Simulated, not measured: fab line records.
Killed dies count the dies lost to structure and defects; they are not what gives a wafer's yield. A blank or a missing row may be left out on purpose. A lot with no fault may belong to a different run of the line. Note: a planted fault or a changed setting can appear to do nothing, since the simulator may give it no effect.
Matching of chambers || flow sky130 || SKY_FIELD_ISO_ETCH_17 on rie si-01: 4 sister chambers
The step etches Si in HBr/Cl2/O2, target depth 342 nm, time 97.7 s. 8 wafers are shown with their chamber, then 7 later ones without.

EACH WAFER AND ITS CHAMBER
{"wafer": "L882.6", "chamber": 1, "oes product au (a.u.)": 1.008, "throttle valve pct (%)": 25.656}
{"wafer": "L895.4", "chamber": 2, "oes product au (a.u.)": 0.992, "throttle valve pct (%)": 25.651}
{"wafer": "L895.5", "chamber": 2, "oes product au (a.u.)": 1.001, "throttle valve pct (%)": 25.664}
{"wafer": "L897.3", "chamber": 3, "oes product au (a.u.)": 1.025, "throttle valve pct (%)": 25.620}
{"wafer": "L897.4", "chamber": 0, "oes product au (a.u.)": 0.988, "throttle valve pct (%)": 25.652}
{"wafer": "L897.5", "chamber": 0, "oes product au (a.u.)": 0.990, "throttle valve pct (%)": 25.662}
{"wafer": "L899.1", "chamber": 3, "oes product au (a.u.)": 1.029, "throttle valve pct (%)": 25.633}
{"wafer": "L899.5", "chamber": 1, "oes product au (a.u.)": 1.016, "throttle valve pct (%)": 25.638}

WAFERS WITH NO CHAMBER GIVEN
{"wafer": "L899.6", "oes product au (a.u.)": 0.998, "throttle valve pct (%)": 25.668}
{"wafer": "L902.1", "oes product au (a.u.)": 1.007, "throttle valve pct (%)": 25.644}
{"wafer": "L902.4", "oes product au (a.u.)": 1.011, "throttle valve pct (%)": 25.655}
{"wafer": "L902.5", "oes product au (a.u.)": 1.019, "throttle valve pct (%)": 25.641}
{"wafer": "L904.1", "oes product au (a.u.)": 0.990, "throttle valve pct (%)": 25.652}
{"wafer": "L904.3", "oes product au (a.u.)": 1.002, "throttle valve pct (%)": 25.657}
{"wafer": "L904.4", "oes product au (a.u.)": 0.999, "throttle valve pct (%)": 25.656}

CHAMBER TAKEN BY EACH
{"wafer": "L899.6", "from the rows above": "can't be placed: 2 or 0", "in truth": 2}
{"wafer": "L902.1", "from the rows above": "can't be placed: 1 or 2", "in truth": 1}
{"wafer": "L902.4", "from the rows above": 1, "in truth": 1}
{"wafer": "L902.5", "from the rows above": "can't be placed: 1 or 3", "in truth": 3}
{"wafer": "L904.1", "from the rows above": "can't be placed: 0 or 2", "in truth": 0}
{"wafer": "L904.3", "from the rows above": "can't be placed: 2 or 1 or 0", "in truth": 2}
{"wafer": "L904.4", "from the rows above": "can't be placed: 2 or 0", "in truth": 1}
Correctly placed: 1 of 7. From these rows, 6 cannot be placed; in 5 the true chamber is one of the candidates. Placed wrongly: 0.
How it was worked out, from the rows above alone: a wafer's distance from a chamber is the root of the sum, over the readings, of the square of ((its reading less the chamber's mean) divided by the reading's scatter). The wafer belongs to the nearest chamber; if the next one is less than 2 further off, it can't be placed. A chamber's mean is the mean of its shown wafers. The scatter is the square root of a quotient: the sum, over the shown wafers, of each reading's squared deviation from its chamber's mean, divided by wafers minus chambers.
